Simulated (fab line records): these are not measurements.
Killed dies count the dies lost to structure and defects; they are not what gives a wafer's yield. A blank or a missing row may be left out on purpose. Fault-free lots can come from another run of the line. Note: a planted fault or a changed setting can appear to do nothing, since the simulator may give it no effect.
fab line records ; flow sky130
[record] lots = 6; wafers = 18; lastDay = 50
route steps=708 shown VIA2@515 PAD_OPEN@708
lots with no fault: from the same line, run without faults
startH: hours from the record's first day to the start of the lot's first wafer shown ; waitH: hours from the lot's prior step to this one ; " the same as in the row above ; L1.1+2: several wafers, shown together as one row ; - either no value or no given start ; * or withheld: withheld ; < > ~ a bound
route shown NAME@n: a module of which the file shows steps, and the number in the route of the first ; usual: the fault-free wafers' mean and standard deviation ; same: alike in all rows ; chamber/n: place in a boat ; sites: per-site readings ; _std_site: how widely they spread, as a standard deviation ; _edge_site: mean of outer sites minus mean of inner sites ; radiusMm: for every site, how far away it sits from the centre of the wafer ; mask NAME#n: copy n ; behind: tool/chamber where the wafer was last shaped ; hold: why the lot was held/for how many hours/how that ended ; device: transistor that didn't switch, given as n, p or np ; end of line: the same wafers' tests at the end of the route ; a step with no rows: only its recipe ; killed: the dies lost at the first sort to structure and to defects; this is not the yield of the wafer ; map: dies across one wafer; x = killed, . = not, _ = none there
set.NAME: the run value of the setting; set.NAME@STEP: its run value at that earlier step ; model.NAME: the simulator's own value behind a step, which no gauge read
a table for each step, a row for each wafer; lots at some steps of the route
services: the hour from which a tool's chamber was out of use, counted from the record's first day as startH (under 0 if before that day), plus the number of hours and why
[[steps]]
[step SKY_VIA2_SOFTBAKE_08]
[recipe] tempC = 100; timeS = 90; resist = KrF-thick
[step SKY_VIA2_EXPOSE_09]
[recipe] maskId = VIM2; na = 0.8; sourceShape = annular; sigmaInner = 0.55; sigmaOuter = 0.85; targetCdNm = 200; doseMj = 38
[step SKY_VIA2_PEB_10]
[recipe] pebTempC = withheld; pebTimeS = withheld; resist = KrF-thick
[step SKY_VIA2_DEVELOP_11]
[recipe] developTimeS = 60; resist = KrF-thick; devTempC = 21
[step SKY_VIA2_CD_MEAS_12]
[recipe] targetCdNm = 200
[usual] cdNm = 200.6/1.4
lot.wafer;tool;chamber;startH;waitH;cdNm
L150.2;cdSem-01;-;895.93;-;199.9
L150.3;cdSem-01;-;895.93;-;200.4
L150.4;cdSem-01;-;895.93;-;201.1
L157.1;cdSem-02;-;949.31;-;197.9
L157.2;cdSem-02;-;949.31;-;200.6
L157.3;cdSem-02;-;949.31;-;197.7
L159.2;cdSem-01;-;950.47;-;201.8
L159.3;cdSem-01;-;950.47;-;202.6
L159.5;cdSem-01;-;950.47;-;201.8
L162.3;cdSem-01;-;964.73;-;200.8
L162.5;cdSem-01;-;964.73;-;201.7
L162.6;cdSem-01;-;964.73;-;200.7
L164.2;cdSem-01;-;978.68;-;202.1
L164.3;cdSem-01;-;978.68;-;202.1
L164.4;cdSem-01;-;978.68;-;201.4
L168.1;cdSem-01;-;1008.96;-;200.2
L168.2;cdSem-01;-;1008.96;-;199.7
L168.5;cdSem-01;-;1008.96;-;201.9
[step SKY_VIA2_OVL_MEAS_13]
[usual] VIA2_OVL = 3/5.4
lot.wafer;tool;chamber;startH;waitH;VIA2_OVL[nm]
L150.2;overlay-01;-;896.03;0.1;-2
L150.3;overlay-01;-;896.03;0.1;-4
L150.4;overlay-01;-;896.03;0.1;0
L157.1;overlay-02;-;949.43;0.1;5
L157.2;overlay-02;-;949.43;0.1;0
L157.3;overlay-02;-;949.43;0.1;0
L159.2;overlay-01;-;950.58;0.1;-3
L159.3;overlay-01;-;950.58;0.1;5
L159.5;overlay-01;-;950.58;0.1;4
L162.3;overlay-02;-;964.82;0.1;3
L162.5;overlay-02;-;964.82;0.1;-2
L162.6;overlay-02;-;964.82;0.1;1
L164.2;overlay-02;-;978.78;0.1;1
L164.3;overlay-02;-;978.78;0.1;2
L164.4;overlay-02;-;978.78;0.1;1
L168.1;overlay-01;-;1009.08;0.1;0
L168.2;overlay-01;-;1009.08;0.1;6
L168.5;overlay-01;-;1009.08;0.1;-1
[step SKY_VIA2_ETCH_14]
[recipe] chemistry = N2/H2; target = BARC; ionEnergyEv = 200; sourceW = 500; biasW = 100; pressureMtorr = 30; n2FlowSccm = 100; h2FlowSccm = 200; stopOn = SiO2; timeS = 45.9; targetDepthA = 600
[usual] drypumpMotorCurrentA = 5.89/0.27; oesProductAu = 0.855/0.0053; throttleValvePct = 13.226/0.0093
lot.wafer;tool;chamber;startH;waitH;drypumpMotorCurrentA;oesProductAu;rfHoursCounterH;throttleValvePct
L150.2;rieDiel-01;1;896.06;0.0;5.62;0.857;16;13.206
L150.3;rieDiel-01;3;896.06;0.0;5.47;0.861;11;13.219
L150.4;rieDiel-01;2;896.06;0.0;6.11;0.864;18;13.232
L157.1;rieDiel-04;3;949.46;0.0;5.71;0.850;19;13.197
L157.2;rieDiel-04;2;949.46;0.0;5.83;0.853;20;13.227
L157.3;rieDiel-04;0;949.46;0.0;6.02;0.852;20;13.218
L159.2;rieDiel-01;0;950.61;0.0;5.59;0.854;27;13.230
L159.3;rieDiel-01;1;950.61;0.0;5.62;0.858;18;13.237
L159.5;rieDiel-01;3;950.61;0.0;5.49;0.856;-;13.216
L162.3;rieDiel-04;2;964.85;0.0;5.83;0.860;21;13.219
L162.5;rieDiel-04;0;964.85;0.0;6.03;0.864;-;13.218
L162.6;rieDiel-04;1;964.85;0.0;6.23;0.851;-;13.224
L164.2;rieDiel-01;3;978.81;0.0;5.48;0.842;14;13.240
L164.3;rieDiel-01;2;978.81;0.0;6.12;0.856;21;13.227
L164.4;rieDiel-01;0;978.81;0.0;5.61;0.859;28;13.226
L168.1;rieDiel-01;2;1009.11;0.0;6.12;0.860;23;13.222
L168.2;rieDiel-01;3;1009.11;0.0;5.46;0.864;15;13.225
L168.5;rieDiel-01;0;1009.11;0.0;5.60;0.864;-;13.215
[step SKY_VIA2_ETCH_15]
[recipe] target = SiO2; chemistry = C4F8/O2/Ar; targetDepthNm = 546; stopOn = TiN; maskMaterial = KrF-thick; sourceW = 1500; biasW = 1200; pressureMtorr = 40; c4f8FlowSccm = withheld; O2_flow_sccm = 6; Ar_flow_sccm = 300; timeS = 84
[usual] oesProductAu = 0.940/0.005
lot.wafer;tool;chamber;startH;waitH;oesProductAu;rfHoursCounterH
L150.2;rieDiel-01;1;896.10;0.0;0.944;16
L150.3;rieDiel-01;3;896.10;0.0;0.943;11
L150.4;rieDiel-01;2;896.10;0.0;0.934;18
L157.1;rieDiel-04;3;949.50;0.0;0.936;19
L157.2;rieDiel-04;2;949.50;0.0;0.932;20
L157.3;rieDiel-04;0;949.50;0.0;0.934;20
L159.2;rieDiel-01;0;950.65;0.0;0.945;27
L159.3;rieDiel-01;1;950.65;0.0;0.938;18
L159.5;rieDiel-01;3;950.65;0.0;0.942;-
L162.3;rieDiel-04;2;964.89;0.0;0.940;21
L162.5;rieDiel-04;0;964.89;0.0;0.946;-
L162.6;rieDiel-04;1;964.89;0.0;0.950;-
L164.2;rieDiel-01;3;978.86;0.0;0.935;14
L164.3;rieDiel-01;2;978.86;0.0;0.938;21
L164.4;rieDiel-01;0;978.86;0.0;0.937;28
L168.1;rieDiel-01;2;1009.16;0.0;0.932;23
L168.2;rieDiel-01;3;1009.16;0.0;0.947;15
L168.5;rieDiel-01;0;1009.16;0.0;0.941;-
[step SKY_VIA2_STRIP_16]
[recipe] chemistry = O2/N2; powerW = 1400; pressureMtorr = 1500; platenTempC = withheld; o2FlowSccm = 3000; n2FlowSccm = 300; overashFraction = 0.5
[usual] drypumpMotorCurrentA = 5.5/0.46; oesProductAu = 0.402/0.0046; stripTimeToEndpointS = 4.134/0.028
lot.wafer;tool;chamber;startH;waitH;drypumpMotorCurrentA;oesProductAu;rfHoursCounterH;stripTimeToEndpointS
L150.2;plasmaAsher-01;1;896.17;0.0;5.2;0.399;74;4.149
L150.3;plasmaAsher-01;0;896.17;0.0;5.5;0.399;-;4.139
L150.4;plasmaAsher-01;1;896.17;0.0;5.2;0.402;-;4.120
L157.1;plasmaAsher-02;1;949.57;0.0;6.2;0.402;117;4.139
L157.2;plasmaAsher-02;0;949.57;0.0;6.0;0.408;117;4.076
L157.3;plasmaAsher-02;1;949.57;0.0;6.1;0.395;-;4.113
L159.2;plasmaAsher-01;1;950.71;0.0;5.2;0.396;80;4.107
L159.3;plasmaAsher-01;1;950.71;0.0;5.2;0.403;-;4.127
L159.5;plasmaAsher-01;0;950.71;0.0;5.5;0.397;-;4.169
L162.3;plasmaAsher-01;1;964.98;0.1;5.2;0.395;-;4.081
L162.5;plasmaAsher-01;1;964.98;0.1;5.2;0.403;-;4.114
L162.6;plasmaAsher-01;0;964.98;0.1;5.5;0.409;-;4.141
L164.2;plasmaAsher-01;1;978.92;0.0;5.2;0.401;83;4.145
L164.3;plasmaAsher-01;0;978.92;0.0;5.5;0.408;-;4.137
L164.4;plasmaAsher-01;1;978.92;0.0;5.2;0.407;-;4.117
L168.1;plasmaAsher-02;0;1009.22;0.0;6.0;0.400;120;4.077
L168.2;plasmaAsher-02;1;1009.22;0.0;6.1;0.411;120;4.090
L168.5;plasmaAsher-02;1;1009.22;0.0;6.1;0.399;-;4.080
[step SKY_VIA2_STRIP_17]
[recipe] chemistry = postEtchResidueRemover; timeS = 1200; tempC = 72.5
[step SKY_VIA2_CLEAN_18]
[recipe] chemistry = IPA; timeS = 180; tempC = 25
[step SKY_VIA2_CLEAN_19]
[recipe] chemistry = O3/DIW; dry = n2Spin
[step SKY_VIA2_SPUTTER_20]
[recipe] material = TiN; targetThkNm = 20; chamberPressurePa = 5; powerW = 4000; timeS = 80
[usual] throttleValvePct = 30.1/0.91
lot.wafer;tool;chamber;startH;waitH;throttleValvePct;model.TiN_of_VIA2_SPUTTER_20.thkNm
L150.2;pvdSputter-02;-;896.77;0.0;29.4;20.17
L150.3;pvdSputter-02;-;896.77;0.0;31.0;19.98
L150.4;pvdSputter-02;-;896.77;0.0;29.9;20.19
L157.1;pvdSputter-02;-;950.20;0.0;31.3;19.77
L157.2;pvdSputter-02;-;950.20;0.0;30.6;19.84
L157.3;pvdSputter-02;-;950.20;0.0;28.8;19.62
L159.2;pvdSputter-02;-;951.35;0.0;28.6;19.29
L159.3;pvdSputter-02;-;951.35;0.0;30.3;19.43
L159.5;pvdSputter-02;-;951.35;0.0;29.4;19.5
L162.3;pvdSputter-01;-;965.55;0.0;30.8;20.09
L162.5;pvdSputter-01;-;965.55;0.0;31.0;20.09
L162.6;pvdSputter-01;-;965.55;0.0;30.7;20.03
L164.2;pvdSputter-02;-;979.55;0.0;30.3;19.72
L164.3;pvdSputter-02;-;979.55;0.0;28.5;19.7
L164.4;pvdSputter-02;-;979.55;0.0;29.1;19.88
L168.1;pvdSputter-01;-;1009.81;0.0;29.4;20.69
L168.2;pvdSputter-01;-;1009.81;0.0;30.6;20.18
L168.5;pvdSputter-01;-;1009.81;0.0;30.4;20.39
[step SKY_VIA2_CVD_21]
[recipe] material = W; targetThkNm = 420; timeS = 126.4; tempC = 400; pressureTorr = 40
[usual] heaterPowerW = 890/77; susceptorTempC = 400.01/0.22
lot.wafer;tool;chamber;startH;waitH;heaterPowerW;susceptorTempC
L150.2;cvdW-01;0;896.83;0.0;1049;400.18
L150.3;cvdW-01;1;896.83;0.0;864;400.11
L150.4;cvdW-01;0;896.83;0.0;1014;400.14
L157.1;cvdW-02;0;950.27;0.0;781;399.82
L157.2;cvdW-02;1;950.27;0.0;910;399.90
L157.3;cvdW-02;0;950.27;0.0;806;400.25
L159.2;cvdW-02;0;951.41;0.0;779;399.74
L159.3;cvdW-02;0;951.41;0.0;795;400.18
L159.5;cvdW-02;1;951.41;0.0;886;399.83
L162.3;cvdW-02;0;965.65;0.1;789;400.09
L162.5;cvdW-02;1;965.65;0.1;891;400.16
L162.6;cvdW-02;0;965.65;0.1;793;400.10
L164.2;cvdW-01;0;979.61;0.0;1027;399.72
L164.3;cvdW-01;0;979.61;0.0;1008;399.61
L164.4;cvdW-01;1;979.61;0.0;878;399.91
L168.1;cvdW-02;0;1009.87;0.0;812;399.61
L168.2;cvdW-02;1;1009.87;0.0;894;399.99
L168.5;cvdW-02;1;1009.87;0.0;898;400.01
[step SKY_PAD_OPEN_PROBE_99]
[usual] defectLimitedYield = 81.8/2; killed_at_M0_to_M3 = 44/7.5; killed_at_M4_up = 3.3/1.8; killedAtContacts = 25/5.9; killedAtFrontEnd = 16/4.7; killedAtOther = 0.3/0.52; killedDies = 89/9.9; killedOnRim = 18/3.9; killedOpen = 49/7.8; killedShort = 40/5.8; sort_bin_3_pad_short = 0.9/0.43; sort_bin_5_function = 10.8/1.5; sort_bin_6_memory = 6.4/1.1; sortNPass = 403/9.9; sortYieldPct = 81.8/2
[same] grossDies = 492; killedAtBackSide = 0; sort_bin_4_leakage[%] = 0; sort_bin_8_speed[%] = 0
lot.wafer;tool;chamber;startH;waitH;defectLimitedYield[%];killed_at_M0_to_M3;killed_at_M4_up;killedAtContacts;killedAtFrontEnd;killedAtOther;killedDies;killedOnRim;killedOpen;killedShort;sort_bin_3_pad_short[%];sort_bin_5_function[%];sort_bin_6_memory[%];sortNPass;sortYieldPct[%]
L150.2;prober-01;-;1112.97;0.1;79.9;48;1;34;16;0;99;17;60;39;0.4;12.4;7.3;393;79.9
L150.3;prober-01;-;1113.02;0.2;79.9;43;2;41;13;0;99;21;57;42;1.2;11.6;7.3;393;79.9
L150.4;prober-01;-;1113.07;0.2;79.9;48;5;28;18;0;99;16;52;46;1.4;13.0;5.7;393;79.9
L157.1;prober-02;-;1155.66;0.1;82.9;41;4;23;16;0;84;19;41;43;0.8;9.6;6.7;408;82.9
L157.2;prober-02;-;1155.71;0.1;81.1;46;7;23;17;0;93;21;51;42;0.8;10.0;8.1;399;81.1
L157.3;prober-02;-;1155.76;0.2;79.5;38;3;29;30;1;101;20;61;39;1.0;11.2;8.3;391;79.5
L159.2;prober-02;-;1158.00;0.1;82.7;42;2;26;14;1;85;18;42;43;0.4;12.0;4.9;407;82.7
L159.3;prober-02;-;1158.05;0.2;84.8;31;3;24;16;1;75;16;36;39;0.2;9.8;5.3;417;84.8
L159.5;prober-02;-;1158.15;0.2;83.7;40;1;22;17;0;80;16;39;41;0.8;8.9;6.5;412;83.7
L162.3;prober-01;-;1165.21;0.2;82.3;48;5;21;13;0;87;14;49;38;0.6;10.2;6.9;405;82.3
L162.5;prober-01;-;1165.31;0.2;81.7;41;3;31;15;0;90;11;43;47;1.0;11.2;6.1;402;81.7
L162.6;prober-01;-;1165.36;0.2;77.8;63;5;32;9;0;109;24;58;51;1.4;12.8;7.9;383;77.8
L164.2;prober-01;-;1176.69;0.1;84.1;45;4;17;11;1;78;16;45;33;0.6;9.1;6.1;414;84.1
L164.3;prober-01;-;1176.74;0.2;82.1;50;2;27;9;0;88;18;47;41;0.6;11.6;5.7;404;82.1
L164.4;prober-01;-;1176.79;0.2;81.5;41;3;30;17;0;91;23;50;41;1.0;10.4;7.1;401;81.5
L168.1;prober-01;-;1197.64;0.1;82.7;41;0;32;11;1;85;15;44;41;1.0;10.0;6.3;407;82.7
L168.2;prober-01;-;1197.69;0.1;85.8;35;2;13;20;0;70;12;39;30;0.6;8.5;5.1;422;85.8
L168.5;prober-01;-;1197.84;0.2;84.1;40;6;20;12;0;78;12;44;34;0.4;8.9;6.5;414;84.1
// killed by level:class
L150.2 VIA1:geometricParticle:open=16 CONTACT:geometricParticle:open=11 LI_CONTACT:geometricParticle:open=8 CONTACT:geometricParticle:short=8 VIA2:geometricParticle:open=8 METAL3:geometricParticle:short=7 POLY_GATE:geometricParticle:open=6 VIA3:geometricParticle:open=5
L150.3 LI_CONTACT:geometricParticle:open=13 CONTACT:geometricParticle:open=13 VIA1:geometricParticle:open=10 VIA3:geometricParticle:open=8 LI_CONTACT:geometricParticle:short=5 VIA1:geometricParticle:short=5 POLY_GATE:geometricParticle:short=4 LOCAL_INTERCONNECT:geometricParticle:short=4
L150.4 LI_CONTACT:geometricParticle:open=9 POLY_GATE:geometricParticle:short=7 CONTACT:geometricParticle:open=7 VIA1:geometricParticle:open=7 VIA2:geometricParticle:open=7 CONTACT:geometricParticle:short=6 VIA3:geometricParticle:open=6 VIA2:geometricParticle:short=6
L157.1 VIA3:geometricParticle:open=9 CONTACT:geometricParticle:open=7 FIELD_ISO:geometricParticle:short=6 CONTACT:geometricParticle:short=6 VIA2:geometricParticle:short=6 VIA1:geometricParticle:open=5 VIA1:geometricParticle:short=5 VIA2:geometricParticle:open=5
L157.2 LI_CONTACT:geometricParticle:open=14 VIA3:geometricParticle:open=8 METAL2:geometricParticle:short=7 FIELD_ISO:geometricParticle:open=6 METAL1:geometricParticle:short=6 METAL4:geometricParticle:short=5 CONTACT:geometricParticle:short=4 METAL1:geometricParticle:open=4
L157.3 VIA1:geometricParticle:open=12 CONTACT:geometricParticle:open=11 POLY_GATE:geometricParticle:open=9 FIELD_ISO:geometricParticle:open=8 LI_CONTACT:geometricParticle:open=6 VIA2:geometricParticle:open=6 FIELD_ISO:geometricParticle:short=5 CONTACT:geometricParticle:short=5
L159.2 CONTACT:geometricParticle:open=12 METAL2:geometricParticle:short=9 VIA1:geometricParticle:open=6 METAL3:geometricParticle:short=6 VIA3:geometricParticle:open=6 LI_CONTACT:geometricParticle:open=5 CONTACT:geometricParticle:short=5 METAL1:geometricParticle:short=4
L159.3 CONTACT:geometricParticle:open=7 LOCAL_INTERCONNECT:geometricParticle:short=6 VIA1:geometricParticle:open=6 VIA3:geometricParticle:open=6 FIELD_ISO:geometricParticle:short=5 LI_CONTACT:geometricParticle:open=5 VIA3:geometricParticle:short=5 FIELD_ISO:geometricParticle:open=4
L159.5 LI_CONTACT:geometricParticle:open=9 VIA1:geometricParticle:open=7 METAL1:geometricParticle:short=7 LOCAL_INTERCONNECT:geometricParticle:short=6 VIA1:geometricParticle:short=6 VIA2:geometricParticle:open=6 FIELD_ISO:geometricParticle:short=5 METAL3:geometricParticle:short=5
L162.3 VIA1:geometricParticle:open=14 CONTACT:geometricParticle:open=9 METAL2:geometricParticle:short=6 VIA3:geometricParticle:open=5 VIA2:geometricParticle:open=4 POLY_GATE:geometricParticle:short=4 LI_CONTACT:geometricParticle:open=4 VIA1:geometricParticle:short=4
L162.5 VIA1:geometricParticle:open=10 LOCAL_INTERCONNECT:geometricParticle:short=9 VIA2:geometricParticle:open=7 CONTACT:geometricParticle:open=7 LI_CONTACT:geometricParticle:open=5 CONTACT:geometricParticle:short=5 METAL2:geometricParticle:short=5 VIA3:geometricParticle:short=5
L162.6 CONTACT:geometricParticle:open=11 VIA1:geometricParticle:open=11 VIA2:geometricParticle:open=11 VIA3:geometricParticle:open=10 VIA1:geometricParticle:short=9 LI_CONTACT:geometricParticle:open=8 VIA3:geometricParticle:short=7 CONTACT:geometricParticle:short=6
L164.2 VIA1:geometricParticle:open=15 CONTACT:geometricParticle:open=8 METAL1:geometricParticle:short=6 METAL2:geometricParticle:short=6 VIA1:geometricParticle:short=5 FIELD_ISO:geometricParticle:short=3 FIELD_ISO:geometricParticle:open=3 LI_CONTACT:geometricParticle:open=3
L164.3 LI_CONTACT:geometricParticle:open=11 VIA1:geometricParticle:open=10 VIA1:geometricParticle:short=10 LOCAL_INTERCONNECT:geometricParticle:short=7 CONTACT:geometricParticle:open=6 METAL1:geometricParticle:short=6 VIA3:geometricParticle:open=6 VIA2:geometricParticle:open=6
L164.4 CONTACT:geometricParticle:open=11 VIA1:geometricParticle:open=11 LI_CONTACT:geometricParticle:open=9 POLY_GATE:geometricParticle:short=7 METAL2:geometricParticle:short=7 LOCAL_INTERCONNECT:geometricParticle:short=6 VIA2:geometricParticle:open=6 FIELD_ISO:geometricParticle:short=4
L168.1 CONTACT:geometricParticle:short=12 CONTACT:geometricParticle:open=11 VIA1:geometricParticle:open=8 VIA3:geometricParticle:open=8 LI_CONTACT:geometricParticle:open=6 METAL1:geometricParticle:short=6 POLY_GATE:geometricParticle:short=5 METAL2:geometricParticle:short=5
L168.2 VIA1:geometricParticle:open=12 FIELD_ISO:geometricParticle:open=6 FIELD_ISO:geometricParticle:short=6 LI_CONTACT:geometricParticle:open=6 VIA1:geometricParticle:short=5 METAL2:geometricParticle:short=4 VIA3:geometricParticle:open=4 METAL1:geometricParticle:short=3
L168.5 VIA2:geometricParticle:open=7 VIA1:geometricParticle:open=6 LI_CONTACT:geometricParticle:open=6 VIA3:geometricParticle:open=6 CONTACT:geometricParticle:short=5 METAL2:geometricParticle:short=5 LOCAL_INTERCONNECT:geometricParticle:short=4 CONTACT:geometricParticle:open=4
[[services]]
tool;chamber;startH;hours;kind
pvdSputter-02;-;882.27;3.4;repair
cvdW-02;-;904.00;14.0;pm
cvdW-02;0;904.00;14.0;ventCycle
cvdW-02;1;904.00;14.0;ventCycle
plasmaAsher-02;-;913.48;23.6;repair
cvdW-02;0;918.00;-;clean
cvdW-02;1;918.00;-;clean
cvdW-01;-;920.73;2.1;repair
cvdW-01;0;929.31;10.7;repair
pvdSputter-02;-;933.33;1.2;repair
pvdSputter-02;-;935.67;5.1;repair
pvdSputter-02;1;952.07;-;consumableReplace:kit
pvdSputter-02;1;952.07;18.0;scheduledDown
pvdSputter-02;1;952.07;18.0;ventCycle
rieDiel-04;-;953.94;1.1;repair
plasmaAsher-02;-;968.65;28.1;pm
rieDiel-01;3;971.80;6.0;repair
rieDiel-04;2;975.21;1.2;repair
pvdSputter-01;3;985.11;-;consumableReplace:kit
pvdSputter-01;3;985.11;18.0;scheduledDown
pvdSputter-01;3;985.11;18.0;ventCycle
cvdW-02;-;1002.68;6.9;pm
pvdSputter-01;-;1002.92;2.7;repair
[[key]]
firstSign none at tools or gauges
[modelEffect] step = SKY_VIA2_SPUTTER_20; value = TiN_of_VIA2_SPUTTER_20.thkNm; without = 20.2; struck = 19.59
metAt SKY_VIA2_SPUTTER_20
struckWafers L159.2,L159.3,L159.5,L164.2,L164.3,L164.4
onsetBetween 950.20 951.35
[fault] kind = processParameterDrift; tool = pvdSputter-02; chamber = -; onsetH = 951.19; steps = SKY_VIA2_SPUTTER_20; channel = timeS; offset = *; shape = step; endH = 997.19; actsIn = *; stated = *
